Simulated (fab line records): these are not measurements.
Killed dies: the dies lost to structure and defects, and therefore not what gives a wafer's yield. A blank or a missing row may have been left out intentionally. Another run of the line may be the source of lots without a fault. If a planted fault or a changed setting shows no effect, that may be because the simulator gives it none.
Check for tools in common + flow gf180mcu + 13 lots, 39 wafers sampled

WHAT PROMPTED THE OPENING
At GF_POLY_GATE_THK_MEAS_01 the reading POLY_GATE_CVD_00_THK is flagged on 2 of 13 lots. Wafers without a fault read 200.5 nm, standard deviation 1.6.
Rule: a lot is flagged when every wafer of it that has a number lies more than 4 standard deviations from that mean, or none has a number. As for the other lots, they are considered sound.

| lot  | measured     | on           | POLY_GATE_CVD_00_THK (nm), wafer by wafer | flag    |
|------|--------------|--------------|-------------------------------------------|---------|
| L806 | day 8 14:22  | filmMetro-03 | 202.1 201.3 201.9                         |         |
| L807 | day 8 21:29  | filmMetro-04 | 201.0 200.7 202.1                         |         |
| L808 | day 9 00:09  | filmMetro-02 | 199.7 198.4 198.9                         |         |
| L809 | day 9 16:38  | filmMetro-03 | 200.6 201.1 200.3                         |         |
| L810 | day 9 16:38  | filmMetro-02 | 201.7 202.7 202.7                         |         |
| L811 | day 9 23:40  | filmMetro-02 | 200.1 199.6 200.6                         |         |
| L812 | day 10 10:43 | filmMetro-03 | 201.0 200.0 200.9                         |         |
| L813 | day 10 18:59 | filmMetro-04 | 201.0 199.2 200.8                         |         |
| L815 | day 11 04:32 | filmMetro-04 | 201.4 200.2 201.2                         |         |
| L814 | day 11 04:33 | filmMetro-03 | 201.5 200.3 201.1                         |         |
| L821 | day 12 16:04 | filmMetro-02 | 202.2 200.7 201.3                         |         |
| L823 | day 13 01:44 | filmMetro-04 | 287.6 288.9 288.7                         | FLAGGED |
| L825 | day 13 19:50 | filmMetro-02 | 285.5 283.8 285.8                         | FLAGGED |
On average the flagged lots' numbers are 286.7 nm, which is +86.2 nm against the usual, or +54 standard deviations.

WHICH TOOL RAN EACH LOT
The record holds 1 process step before the reading, out of a route of 602 steps. In each cell: the tool, then ch and the chambers that the sampled wafers went through, then the start.
| lot  | flag    | GF_POLY_GATE_CVD_00         |
|------|---------|-----------------------------|
| L806 |         | lpcvd-01 ch 1, day 8 13:01  |
| L807 |         | lpcvd-01 ch 1, day 8 20:08  |
| L808 |         | lpcvd-01 ch 0, day 8 22:49  |
| L809 |         | lpcvd-01 ch 0, day 9 15:18  |
| L810 |         | lpcvd-01 ch 1, day 9 15:18  |
| L811 |         | lpcvd-01 ch 0, day 9 22:19  |
| L812 |         | lpcvd-02 ch 1, day 10 09:23 |
| L813 |         | lpcvd-02 ch 0, day 10 17:39 |
| L815 |         | lpcvd-01 ch 0, day 11 03:13 |
| L814 |         | lpcvd-01 ch 1, day 11 03:13 |
| L821 |         | lpcvd-02 ch 0, day 12 14:04 |
| L823 | FLAGGED | lpcvd-02 ch 0, day 13 00:24 |
| L825 | FLAGGED | lpcvd-02 ch 1, day 13 18:28 |
What is done by these steps:
- GF_POLY_GATE_CVD_00: deposits poly-Si, target thk 200 nm, time 1200 s.
- GF_POLY_GATE_THK_MEAS_01

FLAGGED OVER TOTAL, TOOL BY TOOL (the gauges that took the reading come last)
| step                     | tool         | lots run | flagged | share of the flagged lots | sound lots run after its first flagged lot |
|--------------------------|--------------|----------|---------|---------------------------|--------------------------------------------|
| GF_POLY_GATE_CVD_00      | lpcvd-01     | 8        | 0       | none                      | -                                          |
| GF_POLY_GATE_CVD_00      | lpcvd-02     | 5        | 2       | all                       | 0                                          |
| GF_POLY_GATE_THK_MEAS_01 | filmMetro-02 | 5        | 1       | some                      | 0                                          |
| GF_POLY_GATE_THK_MEAS_01 | filmMetro-03 | 4        | 0       | none                      | -                                          |
| GF_POLY_GATE_THK_MEAS_01 | filmMetro-04 | 4        | 1       | some                      | 0                                          |

WHAT THE TABLE PERMITS
1 row of the table ran every flagged lot: lpcvd-02 at GF_POLY_GATE_CVD_00.
- lpcvd-02 at GF_POLY_GATE_CVD_00: 2 of its 5 lots flagged. Last sound lot L821 at day 12 14:04, first flagged lot L823 at day 13 00:24; a fault beginning in between fits.
Just one tool remains: lpcvd-02 at GF_POLY_GATE_CVD_00.

WHAT THE SIMULATOR HAD PUT IN
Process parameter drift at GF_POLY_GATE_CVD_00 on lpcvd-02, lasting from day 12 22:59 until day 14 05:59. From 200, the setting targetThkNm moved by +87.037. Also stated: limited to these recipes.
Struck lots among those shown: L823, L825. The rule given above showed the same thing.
